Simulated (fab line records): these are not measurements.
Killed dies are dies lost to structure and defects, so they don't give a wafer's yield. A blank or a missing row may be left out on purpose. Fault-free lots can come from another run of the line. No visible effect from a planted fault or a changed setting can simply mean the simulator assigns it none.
fab line records    flow sfq-line
record lots=7  wafers=21  last-day=96
route steps=325 shown I1@77 M2@88
lots that met no fault: from a run of the same line without faults
start-h: hours from the record's first day to the start of the lot's first wafer shown    wait-h: hours since the lot's step before    " as in the row above    L1.1+2: several wafers, shown together as one row    - no value, or no start was given    * or withheld: withheld    < > ~ a bound
route shown NAME@n: NAME is a module with steps in the file, n the number in the route of the first one    usual: mean/standard deviation of fault-free wafers    same: alike in all rows    chamber/n: place in a boat    sites: each site's reading    _std_site: the standard deviation of these    _edge_site: inner sites' mean taken away from outer sites' mean    radius-mm: how far each site lies from the wafer's centre    mask NAME#n: copy n    behind: the most recent tool/chamber to have shaped the wafer    hold: why the lot went on hold/how many hours it stayed there/how the hold came to an end    device: whichever transistor did not switch (one of n, p or np)    end of line: tests of these same wafers at the route's end    step lacking rows: just its recipe    killed: count of dies lost to structure and defects at first sort (not the wafer's yield)    map: the dies of a wafer, with x for killed, . for not killed, _ for no die there
set.NAME: the run value of the setting; set.NAME@STEP: its run value at that earlier step    model.NAME: the simulator's own value behind a step, which no gauge read
lots at selected steps of the route; one table per step, one row per wafer
services: when a tool's chamber went out of use (start-h, in hours from the record's first day, below 0 if earlier), for how many hours, and the reason
## steps
# step SFQ_TRILAYER_I1_VIA_LITHO_COAT_054
# recipe resist=BARC  spin-rpm=3000  resist-thk-nm=62
# step SFQ_TRILAYER_I1_VIA_LITHO_COAT_049
# recipe resist=KrF  spin-rpm=3000  resist-thk-nm=650
# step SFQ_TRILAYER_I1_VIA_LITHO_SOFTBAKE_053
# recipe temp-c=withheld  time-s=withheld  resist=KrF
# step SFQ_TRILAYER_I1_VIA_LITHO_EXPOSE_050
# recipe mask-id=I1  na=0.6  source-shape=conventional  sigma-outer=0.65  target-cd-nm=500  dose-mj=21.3
# step SFQ_TRILAYER_I1_VIA_LITHO_PEB_052
# recipe peb-temp-c=115  peb-time-s=60  resist=KrF
# step SFQ_TRILAYER_I1_VIA_LITHO_DEVELOP_051
# recipe time-s=60  resist=KrF
# step SFQ_I1_OVL_MEAS_913
# usual I1_OVL=0/4.5
lot.wafer  tool        chamber  start-h  wait-h  I1_OVL[nm]
L307.2     overlay-02  -        765.74   0.1     -1
L307.5     "           -        "        "       10
L307.6     "           -        "        "       6
L309.1     overlay-01  -        800.57   0.1     9
L309.2     "           -        "        "       -2
L309.5     "           -        "        "       1
L310.2     overlay-01  -        814.97   0.1     3
L310.3     "           -        "        "       4
L310.4     "           -        "        "       7
L314.2     overlay-02  -        840.05   0.1     0
L314.5     "           -        "        "       3
L314.6     "           -        "        "       0
L317.1     overlay-01  -        862.07   0.1     5
L317.2     "           -        "        "       2
L317.3     "           -        "        "       -1
L324.1     overlay-02  -        936.86   0.1     1
L324.3     "           -        "        "       4
L324.5     "           -        "        "       -3
L326.1     overlay-02  -        948.99   0.1     -1
L326.3     "           -        "        "       -2
L326.4     "           -        "        "       -6
# step SFQ_TRILAYER_I1_VIA_BARC_OPEN_VIA_ETCH_071
# recipe mask-material=PR  chemistry=O2  target-depth-nm=125  target=BARC  source-w=500  bias-w=78.31  pressure-mtorr=30  time-s=41.7
# usual drypump-motor-current-A=6.0/0.35  oes-product-au=0.686/0.0048
lot.wafer  tool         chamber  start-h  wait-h  drypump-motor-current-A  oes-product-au  rf-hours-counter-h
L307.2     rie-diel-02  3        765.77   0.0     6.3                      0.679           1
L307.5     "            2        "        "       6.2                      0.689           -
L307.6     "            1        "        "       5.7                      0.685           -
L309.1     rie-diel-02  2        800.60   0.0     6.3                      0.684           39
L309.2     "            1        "        "       5.7                      0.686           7
L309.5     "            1        "        "       5.7                      0.682           -
L310.2     rie-diel-02  1        815.00   0.0     5.7                      0.682           7
L310.3     "            0        "        "       6.1                      0.685           4
L310.4     "            3        "        "       6.4                      0.691           -
L314.2     rie-diel-02  3        840.08   0.0     6.4                      0.688           2
L314.5     "            1        "        "       5.7                      0.688           -
L314.6     "            3        "        "       6.4                      0.686           -
L317.1     rie-diel-03  3        862.11   0.0     6.3                      0.690           6
L317.2     "            0        "        "       6.4                      0.693           19
L317.3     "            2        "        "       6.5                      0.680           0
L324.1     rie-diel-02  0        936.90   0.0     6.1                      0.689           5
L324.3     "            3        "        "       6.4                      0.686           4
L324.5     "            3        "        "       6.4                      0.681           -
L326.1     rie-diel-03  1        949.02   0.0     5.5                      0.689           5
L326.3     "            3        "        "       6.2                      0.694           7
L326.4     "            2        "        "       6.5                      0.690           1
# step SFQ_TRILAYER_I1_VIA_ETCH_VIA_ETCH_052
# recipe target=SiO2  stop-on=Nb  mask-material=PR  taper-deg=20  chemistry=CHF3  target-depth-nm=260  source-w=500  bias-w=80  pressure-mtorr=30  time-s=withheld
# usual drypump-motor-current-A=6.0/0.35  oes-product-au=0.855/0.0055
lot.wafer  tool         chamber  start-h  wait-h  drypump-motor-current-A  oes-product-au
L307.2     rie-diel-02  3        765.81   0.0     6.4                      0.853
L307.5     "            2        "        "       6.3                      0.860
L307.6     "            1        "        "       5.7                      0.853
L309.1     rie-diel-02  2        800.64   0.0     6.2                      0.866
L309.2     "            1        "        "       5.7                      0.862
L309.5     "            1        "        "       5.7                      0.855
L310.2     rie-diel-02  1        815.04   0.0     5.7                      0.855
L310.3     "            0        "        "       6.1                      0.862
L310.4     "            3        "        "       6.4                      0.859
L314.2     rie-diel-02  3        840.12   0.0     6.4                      0.850
L314.5     "            1        "        "       5.7                      0.859
L314.6     "            3        "        "       6.4                      0.851
L317.1     rie-diel-03  3        862.15   0.0     6.3                      0.849
L317.2     "            0        "        "       6.4                      0.855
L317.3     "            2        "        "       6.5                      0.851
L324.1     rie-diel-02  0        936.94   0.0     6.1                      0.856
L324.3     "            3        "        "       6.4                      0.858
L324.5     "            3        "        "       6.3                      0.850
L326.1     rie-diel-03  1        949.06   0.0     5.5                      0.857
L326.3     "            3        "        "       6.2                      0.867
L326.4     "            2        "        "       6.5                      0.857
# step SFQ_TRILAYER_I1_VIA_STRIP_STRIP_053
# recipe gas=O2  power-w=200  platen-temp-c=40  overash-fraction=0.65  chemistry=O2  pressure-mtorr=50
# usual drypump-motor-current-A=5.90/0.27  oes-product-au=1.000/0.0085
lot.wafer  tool          chamber  start-h  wait-h  drypump-motor-current-A  oes-product-au  rf-hours-counter-h
L307.2     rie-metal-01  0        766.12   -       5.65                     1.010           -
L307.5     "             0        "        "       5.67                     1.012           -
L307.6     "             0        "        "       5.62                     1.013           -
L309.1     rie-metal-01  1        800.75   -       5.87                     1.008           57
L309.2     "             0        "        "       5.59                     1.008           29
L309.5     "             1        "        "       5.88                     1.013           -
L310.2     rie-metal-01  0        815.15   -       5.64                     1.005           31
L310.3     "             1        "        "       5.89                     1.015           -
L310.4     "             0        "        "       5.65                     1.005           -
L314.2     rie-metal-04  1        840.24   -       6.36                     0.999           54
L314.5     "             0        "        "       5.71                     0.983           -
L314.6     "             1        "        "       6.35                     1.001           -
L317.1     rie-metal-03  1        862.26   -       5.81                     0.991           5
L317.2     "             0        "        "       6.33                     1.005           54
L317.3     "             1        "        "       5.83                     1.003           -
L324.1     rie-metal-01  1        937.05   -       5.88                     1.007           77
L324.3     "             1        "        "       5.89                     1.000           -
L324.5     "             0        "        "       5.64                     1.005           -
L326.1     rie-metal-03  0        949.18   -       6.33                     1.002           65
L326.3     "             0        "        "       6.33                     1.014           -
L326.4     "             1        "        "       5.82                     0.984           -
# step SFQ_TRILAYER_I1_VIA_STRIP_SOLV_CLEAN_054
# recipe chemistry=NMP  temp-c=70  time-s=600
# step SFQ_TRILAYER_M2_DEP_PRE_CLEAN_056
# recipe gas=Ar  time-s=22.5  bias-v=250
# step SFQ_TRILAYER_M2_DEP_SPUTTER_055
# recipe material=Nb  base-pressure-pa=1.33e-06  chamber-pressure-pa=0.1333  substrate-temp-c=20  resputter-cathode-voltage-v=400  target-thk-nm=200  power-w=2000  time-s=133.3
# usual throttle-valve-pct=29.8/0.76
lot.wafer  tool            chamber  start-h  wait-h  throttle-valve-pct
L307.2     pvd-sputter-04  -        767.32   0.0     30.3
L307.5     "               -        "        "       30.3
L307.6     "               -        "        "       28.8
L309.1     pvd-sputter-03  -        801.56   0.0     29.5
L309.2     "               -        "        "       29.6
L309.5     "               -        "        "       29.5
L309.1     pvd-sputter-03  -        801.82   0.2     29.7
L309.2     "               -        "        "       29.5
L309.5     "               -        "        "       29.2
L310.2     pvd-sputter-04  -        815.97   0.0     29.4
L310.3     "               -        "        "       30.3
L310.4     "               -        "        "       30.4
L314.2     pvd-sputter-04  -        841.04   0.0     30.4
L314.5     "               -        "        "       30.3
L314.6     "               -        "        "       30.5
L314.2     pvd-sputter-04  -        841.30   0.2     30.4
L314.5     "               -        "        "       30.2
L314.6     "               -        "        "       30.3
L317.1     pvd-sputter-04  -        863.08   0.0     30.1
L317.2     "               -        "        "       28.7
L317.3     "               -        "        "       30.0
L317.1     pvd-sputter-04  -        863.34   0.2     30.3
L317.2     "               -        "        "       28.6
L317.3     "               -        "        "       30.5
L324.1     pvd-sputter-03  -        937.87   0.0     29.5
L324.3     "               -        "        "       30.2
L324.5     "               -        "        "       29.6
L326.1     pvd-sputter-05  -        949.98   0.0     28.2
L326.3     "               -        "        "       30.8
L326.4     "               -        "        "       28.9
# step SFQ_M2_RS_MEAS_914
# recipe thk-meas-gauge=four-point-probe  reads=Nb_of_TRILAYER_M2_DEP_SPUTTER_055
# usual M2_NB_RS=0.893/0.0073
lot.wafer  tool           chamber  start-h  wait-h  M2_NB_RS[ohm/sq]
L307.2     film-metro-02  -        767.43   0.1     0.905
L307.5     "              -        "        "       0.893
L307.6     "              -        "        "       0.901
L309.1     film-metro-01  -        801.91   0.0     0.444
L309.2     "              -        "        "       0.440
L309.5     "              -        "        "       0.441
L310.2     film-metro-02  -        816.08   0.1     0.892
L310.3     "              -        "        "       0.892
L310.4     "              -        "        "       0.893
L314.2     film-metro-04  -        841.41   0.1     0.444
L314.5     "              -        "        "       0.443
L314.6     "              -        "        "       0.439
L317.1     film-metro-01  -        863.43   0.0     0.442
L317.2     "              -        "        "       0.440
L317.3     "              -        "        "       0.442
L324.1     film-metro-04  -        937.96   0.0     0.911
L324.3     "              -        "        "       0.905
L324.5     "              -        "        "       0.904
L326.1     film-metro-01  -        950.07   0.0     0.894
L326.3     "              -        "        "       0.901
L326.4     "              -        "        "       0.893
# step SFQ_TRILAYER_M2_LITHO_COAT_062
# recipe resist=BARC  spin-rpm=3000  resist-thk-nm=62
# step SFQ_TRILAYER_M2_LITHO_COAT_057
# recipe resist=KrF  spin-rpm=3000  resist-thk-nm=600
# step SFQ_TRILAYER_M2_LITHO_SOFTBAKE_061
# recipe temp-c=withheld  time-s=withheld  resist=KrF
# step SFQ_TRILAYER_M2_LITHO_EXPOSE_058
# recipe mask-id=M2  na=0.6  source-shape=conventional  sigma-outer=0.65  target-cd-nm=500  dose-mj=14.4
# step SFQ_TRILAYER_M2_LITHO_PEB_060
# recipe peb-temp-c=115  peb-time-s=60  resist=KrF
# step SFQ_TRILAYER_M2_LITHO_DEVELOP_059
# recipe time-s=60  resist=KrF
# step SFQ_M2_OVL_MEAS_916
# usual M2_OVL=1/5.1
lot.wafer  tool        chamber  start-h  wait-h  M2_OVL[nm]
L307.2     overlay-02  -        913.27   0.1     9
L307.5     "           -        "        "       6
L307.6     "           -        "        "       2
L309.1     overlay-01  -        938.06   0.1     3
L309.2     "           -        "        "       -1
L309.5     "           -        "        "       3
L310.2     overlay-01  -        950.19   0.1     -1
L310.3     "           -        "        "       -5
L310.4     "           -        "        "       -3
L314.2     overlay-01  -        976.72   0.1     0
L314.5     "           -        "        "       5
L314.6     "           -        "        "       -2
L317.1     overlay-02  -        993.51   0.1     -1
L317.2     "           -        "        "       -3
L317.3     "           -        "        "       -5
L324.1     overlay-01  -        1071.47  0.1     1
L324.3     "           -        "        "       4
L324.5     "           -        "        "       3
L326.1     overlay-01  -        1085.87  0.1     3
L326.3     "           -        "        "       5
L326.4     "           -        "        "       8
# step SFQ_TRILAYER_M2_BARC_OPEN_METAL_ETCH_077
# recipe mask-material=PR  chemistry=O2  target-depth-nm=125  target=BARC  icp-w=584.8  bias-w=80  pressure-mtorr=10  time-s=41.7
# usual drypump-motor-current-A=6.0/0.32  oes-product-au=0.685/0.0041
lot.wafer  tool          chamber  start-h  wait-h  drypump-motor-current-A  oes-product-au  rf-hours-counter-h
L307.2     rie-metal-03  1        913.30   0.0     5.8                      0.689           11
L307.5     "             1        "        "       5.8                      0.688           -
L307.6     "             0        "        "       6.4                      0.689           -
L309.1     rie-metal-03  0        938.10   0.0     6.3                      0.686           64
L309.2     "             1        "        "       5.8                      0.682           15
L309.5     "             0        "        "       6.4                      0.692           -
L310.2     rie-metal-04  0        950.22   0.0     5.7                      0.687           101
L310.3     "             1        "        "       6.3                      0.687           -
L310.4     "             0        "        "       5.7                      0.685           -
L314.2     rie-metal-03  0        976.75   0.0     6.4                      0.683           68
L314.5     "             1        "        "       5.8                      0.686           -
L314.6     "             0        "        "       6.4                      0.694           -
L317.1     rie-metal-04  1        993.55   0.0     6.4                      0.684           72
L317.2     "             0        "        "       5.7                      0.689           106
L317.3     "             0        "        "       5.7                      0.688           -
L324.1     rie-metal-03  0        1071.51  0.0     6.3                      0.682           80
L324.3     "             0        "        "       6.3                      0.689           -
L324.5     "             1        "        "       5.8                      0.689           -
L326.1     rie-metal-02  0        1085.91  0.0     5.5                      0.689           83
L326.3     "             1        "        "       6.0                      0.684           -
L326.4     "             0        "        "       5.5                      0.685           -
# step SFQ_TRILAYER_M2_ETCH_METAL_ETCH_060
# recipe target=Nb  stop-on=SiO2  mask-material=PR  chemistry=Cl2/Ar  target-depth-nm=240  icp-w=600  bias-w=80  pressure-mtorr=10  time-s=120
# usual drypump-motor-current-A=6.0/0.32  oes-product-au=0.893/0.006
lot.wafer  tool          chamber  start-h  wait-h  drypump-motor-current-A  oes-product-au  rf-hours-counter-h  model.etch.depth-nm  model.M2.feature-depth-nm
L307.2     rie-metal-03  1        913.35   0.0     5.8                      0.886           12                  197                  197
L307.5     "             1        "        "       5.8                      0.896           -                   199.1                199.1
L307.6     "             0        "        "       6.3                      0.890           -                   197.9                197.9
L309.1     rie-metal-03  0        938.16   0.0     6.3                      0.998           64                  240                  240
L309.2     "             1        "        "       5.8                      0.996           15                  236.3                236.3
L309.5     "             0        "        "       6.3                      1.002           -                   241                  241
L310.2     rie-metal-04  0        950.30   0.1     5.7                      0.893           101                 200.2                200.2
L310.3     "             1        "        "       6.3                      0.895           -                   199.7                199.7
L310.4     "             0        "        "       5.7                      0.899           -                   200.2                200.2
L314.2     rie-metal-03  0        976.81   0.0     6.4                      1.000           68                  240.8                240.8
L314.5     "             1        "        "       5.8                      0.995           -                   238.8                238.8
L314.6     "             0        "        "       6.3                      1.004           -                   240.2                240.2
L317.1     rie-metal-04  1        993.61   0.0     6.4                      0.997           72                  238.4                238.4
L317.2     "             0        "        "       5.7                      0.995           106                 237.8                237.8
L317.3     "             0        "        "       5.7                      0.999           -                   238.2                238.2
L324.1     rie-metal-03  0        1071.57  0.0     6.3                      0.884           80                  195.8                195.8
L324.3     "             0        "        "       6.3                      0.889           -                   196.8                196.8
L324.5     "             1        "        "       5.8                      0.890           -                   197.3                197.3
L326.1     rie-metal-02  0        1085.97  0.0     5.5                      0.895           83                  199                  199
L326.3     "             1        "        "       6.0                      0.888           -                   197.7                197.7
L326.4     "             0        "        "       5.5                      0.899           -                   199.7                199.7
# step SFQ_TRILAYER_M2_STRIP_STRIP_061
# recipe gas=O2  power-w=200  platen-temp-c=40  overash-fraction=0.65  chemistry=O2  pressure-mtorr=50
# usual drypump-motor-current-A=6.0/0.33  oes-product-au=0.994/0.0071
lot.wafer  tool          chamber  start-h  wait-h  drypump-motor-current-A  oes-product-au  rf-hours-counter-h
L307.2     rie-metal-03  1        913.48   0.1     5.8                      0.981           12
L307.5     "             1        "        "       5.8                      0.991           -
L307.6     "             0        "        "       6.3                      0.990           -
L309.1     rie-metal-03  0        938.28   0.1     6.3                      1.000           64
L309.2     "             1        "        "       5.8                      0.991           15
L309.5     "             0        "        "       6.3                      0.995           -
L310.2     rie-metal-04  0        950.47   0.1     5.7                      0.988           101
L310.3     "             1        "        "       6.3                      0.993           -
L310.4     "             0        "        "       5.7                      0.994           -
L314.2     rie-metal-03  0        976.93   0.1     6.4                      0.996           68
L314.5     "             1        "        "       5.8                      0.985           -
L314.6     "             0        "        "       6.4                      0.990           -
L317.1     rie-metal-04  1        993.73   0.1     6.4                      0.996           72
L317.2     "             0        "        "       5.7                      1.007           106
L317.3     "             0        "        "       5.7                      0.996           -
L324.1     rie-metal-03  0        1071.70  0.1     6.3                      1.002           80
L324.3     "             0        "        "       6.3                      0.993           -
L324.5     "             1        "        "       5.8                      0.998           -
L326.1     rie-metal-02  0        1086.10  0.1     5.5                      0.988           83
L326.3     "             1        "        "       6.0                      0.986           -
L326.4     "             0        "        "       5.5                      0.995           -
## services
tool            chamber  start-h  hours  kind
rie-diel-02     -        744.42   2.5    repair
rie-metal-03    0        747.76   1.9    repair
rie-metal-03    -        752.72   0.9    repair
rie-metal-01    1        761.62   24.7   repair
rie-metal-04    0        764.15   5.4    repair
rie-diel-03     -        767.91   0.8    repair
rie-metal-02    0        813.96   10.9   repair
rie-diel-02     0        860.60   1.9    repair
rie-metal-04    -        865.90   2.8    pm
rie-diel-03     1        877.06   23.6   repair
rie-diel-03     3        904.35   8.3    repair
rie-metal-04    1        941.54   5.8    repair
rie-metal-01    -        952.90   1.4    pm
rie-metal-01    -        963.08   0.7    repair
rie-metal-01    0        969.42   15.2   repair
rie-diel-02     1        976.84   5.8    repair
pvd-sputter-04  -        995.34   3.0    repair
rie-diel-03     -        1009.60  2.1    repair
rie-metal-01    -        1012.43  4.3    pm
rie-diel-02     2        1045.09  6.0    repair
rie-diel-02     0        1045.99  4.9    repair
rie-metal-03    -        1047.43  14.0   repair
rie-diel-02     1        1059.08  1.4    repair
pvd-sputter-04  -        1060.25  10.9   repair
## key
first-sign step=SFQ_TRILAYER_M2_DEP_SPUTTER_055  reading=visit  direction=added
effect step=SFQ_M2_RS_MEAS_914  reading=M2_NB_RS  direction=down  sigmas=62  usual=0.893  struck=0.442
effect step=SFQ_TRILAYER_M2_ETCH_METAL_ETCH_060  reading=oes-product-au  direction=up  sigmas=17  usual=0.893  struck=0.998
model-effect step=SFQ_TRILAYER_M2_ETCH_METAL_ETCH_060  value=etch.depth-nm  without=201.3  struck=239.1
met-at SFQ_TRILAYER_M2_DEP_SPUTTER_055
struck-wafers L309.1,L309.2,L309.5,L314.2,L314.5,L314.6,L317.1,L317.2,L317.3
fault kind=repeated-step-whole  tool=pvd-sputter-03,pvd-sputter-04,pvd-sputter-05  chamber=-  onset-h=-  steps=SFQ_TRILAYER_M2_DEP_SPUTTER_055  times=1  scope=struck-lots-only
